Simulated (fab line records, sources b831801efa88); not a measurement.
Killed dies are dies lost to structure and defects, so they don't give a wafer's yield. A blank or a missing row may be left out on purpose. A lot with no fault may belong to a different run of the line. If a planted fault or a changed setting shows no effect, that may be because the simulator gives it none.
Code-filled problem report in 8D (eight disciplines) form | flow gf180mcu | the parts of the form that need people (team, actions taken, sign-off) are left out

== 1. THE ISSUE ==
A mean of 0.912 a.u. is read at GF_V1_ETCH_17 for oes-product-au, taken on 1 wafer of 1 lot, against 0.856 a.u. (standard deviation 0.0046) on wafers free of any fault. Relative to the usual mean, that is a shift of +12 standard deviations.
The step: etches SiO2 in C4F8/O2/Ar, stops on TiN, target depth 630 nm.
The step gives no start for some of these wafers. The record has a number at this step for 32 wafers belonging to 11 lots. Rule for "out" (also "out of limits"): further than 4 standard deviations from the usual mean. All remaining wafers that have a number are taken as sound.

== 2. WHAT IT IS AND WHAT IT IS NOT ==
question                    | is             | is not
which readings at this step | oes-product-au | bias-w, rf-fwd-power-W
which lots                  | L511           | L500, L502, L504, L506, L508, L518, L519, L520, L521, L522
which wafers of those lots  | L511.3         | L511.4
read on which tools         | rie-diel-03    | rie-diel-01, rie-diel-02

== 3. THE SUSPECTS, EACH WITH WHAT RULES IT OUT ==
Counting: any tool at a process step up to the reading remains a suspect provided it ran every lot that is out. Sound lots after the first of them don't rule it out here, since some wafers of a struck lot are sound.
- cmp-02 at GF_V1_CMP_04 (polishes SiO2): kept. The lot that is out, L511, ran on it at day 21 15:39; the last sound lot it ran before that was L508, at day 20 11:44.
- rie-diel-03 at GF_V1_ETCH_17 (etches SiO2 in C4F8/O2/Ar, stops on TiN, target depth 630 nm): kept. The lot that is out, L511, ran on it at day 22 16:10; the last sound lot it ran before that was L508, at day 21 12:41. Out on those wafers are its own readings of oes-product-au. GF_V1_ETCH_17 gives no start for some lots, so the hours and the order of its lots are those of GF_V1_STRIP_18.
- At GF_V1_CMP_04 on cmp-02, chamber 2 took the sound wafers of the same lots and chamber 3 took the wafers that are out.
- At GF_V1_ETCH_17 on rie-diel-03, chamber 3 took the sound wafers of the same lots and chamber 1 took the wafers that are out.
The count leaves rie-diel-03 at GF_V1_ETCH_17 and cmp-02 at GF_V1_CMP_04.

== 4. THE CAUSE (what the simulator had put in) ==
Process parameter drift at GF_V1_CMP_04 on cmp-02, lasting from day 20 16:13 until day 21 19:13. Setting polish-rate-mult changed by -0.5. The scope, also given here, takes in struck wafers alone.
2 suspects survive the count, and this tool is in that group.

== 5. THE CHAIN OF EFFECTS, in route order ==
One row per reading whose mean, taken over the struck wafers that have a number, lies over 3 standard deviations from the usual. Only readings whose record carries a usual standard deviation are examined. hours: median over the lots of the time between each lot's start at the first step of this table that gives one and its start at this step. sigmas: the change, counted in usual standard deviations.
hours | step          | reading            | usual      | on struck wafers | change | sigmas
0     | GF_V1_CMP_04  | time-to-endpoint-s | 81 s       | 108              | +27    | +3.5
-     | GF_V1_ETCH_17 | oes-product-au     | 0.856 a.u. | 0.912            | +0.056 | +12
It contains these process steps:
- GF_V1_CMP_04: polishes SiO2.
- GF_V1_ETCH_17: etches SiO2 in C4F8/O2/Ar, stops on TiN, target depth 630 nm.

== 6. HOW IT WOULD HAVE BEEN CAUGHT EARLIER ==
Of the tool readings at GF_V1_CMP_04 for which the record gives a usual standard deviation, none was out on any struck wafer, so an alarm limit of 4 standard deviations on them would not have fired.
